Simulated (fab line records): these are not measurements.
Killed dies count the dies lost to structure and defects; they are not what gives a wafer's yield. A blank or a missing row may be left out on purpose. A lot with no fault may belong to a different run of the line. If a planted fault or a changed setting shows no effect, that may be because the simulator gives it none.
2 desks looking at one fault	flow sky130	every desk sees just its own numbers, and what lay behind them comes last

## THE METROLOGY DESK
Lot by lot, what the gauges showed, no matter which tool ran the lot: averages of those sampled wafers that carry a number. The brackets show how far a lot's mean lies from the usual mean; more than 4 standard deviations puts the lot out of limits, marked OUT.
Columns: A = cd-nm at SKY_FIELD_ISO_CD_MEAS_13, usual 149.7 nm; B = VT_ADJUST_PCH_OVL at SKY_VT_ADJUST_PCH_OVL_MEAS_07, usual -0.9 nm; C = LI_CONTACT_HDPCVD_THK at SKY_LI_CONTACT_THK_MEAS_01, usual 932 nm
lot	first seen here	A	B	C
L666	day 2 03:07	151.3	-1.9	934
L668	day 2 16:36	149.8	-0.3	928
L669	day 2 22:38	152.9	0.5	926
L670	day 3 17:11	149.2	-1.6	934
L672	day 3 17:31	150.4	-0.3	929
L673	day 3 23:18	148.1	-2.1	938
L674	day 3 23:25	149.9	-0.5	938
L676	day 4 07:55	150.2	-0.8	943
L678	day 4 21:35	151.0	-0.4	928
L686	day 6 13:55	147.5	-1.9	985 (+5.5) OUT
L688	day 6 23:58	148.8	1.7	940
L689	day 7 07:10	149.3	-0.0	928
This desk finds L686 out of limits, with the earliest case on L686 at day 34 19:02 (LI_CONTACT_HDPCVD_THK at SKY_LI_CONTACT_THK_MEAS_01). In limits: L666, L668, L669, L670, L672, L673, L674, L676, L678, L688, L689.

## FOR THE TOOL OWNER'S DESK: hdpcvd-02
The tool's own readings at SKY_LI_CONTACT_HDPCVD_00 (deposits PSG, target thk 930 nm, time 155 s): means of the sampled wafers that have a number, for each lot that ran on this tool. The brackets show how far a lot's mean lies from the usual mean; more than 4 standard deviations puts the lot out of limits, marked OUT.
Columns: A = run-length-s at SKY_LI_CONTACT_HDPCVD_00, usual 182.7 s
lot	first seen here	A
L666	day 27 20:42	182.4
L670	day 30 11:08	182.9
L672	day 30 14:59	182.9
L678	day 32 07:31	182.8
L686	day 34 18:55	194.3 (+27) OUT
This desk's verdict: out of limits on L686, starting with L686 at day 34 18:55 (run-length-s at SKY_LI_CONTACT_HDPCVD_00). In limits: L666, L670, L672, L678.

## BROUGHT TOGETHER
The tool owner's desk had the chance to raise an alarm at day 34 18:55 on L686.
L686 would have let the metrology desk raise an alarm at day 34 19:02.
The lots listed all ran SKY_LI_CONTACT_HDPCVD_00 on hdpcvd-02.

## WHAT HAD BEEN PUT IN BY THE SIMULATOR
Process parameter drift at SKY_LI_CONTACT_HDPCVD_00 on hdpcvd-02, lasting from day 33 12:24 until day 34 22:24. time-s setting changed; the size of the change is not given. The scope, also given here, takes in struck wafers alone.
Struck lots among those shown: L686.
Time in hours from fault onset to the first out-of-limits reading at each desk: tool owner's desk 31, metrology desk 31.
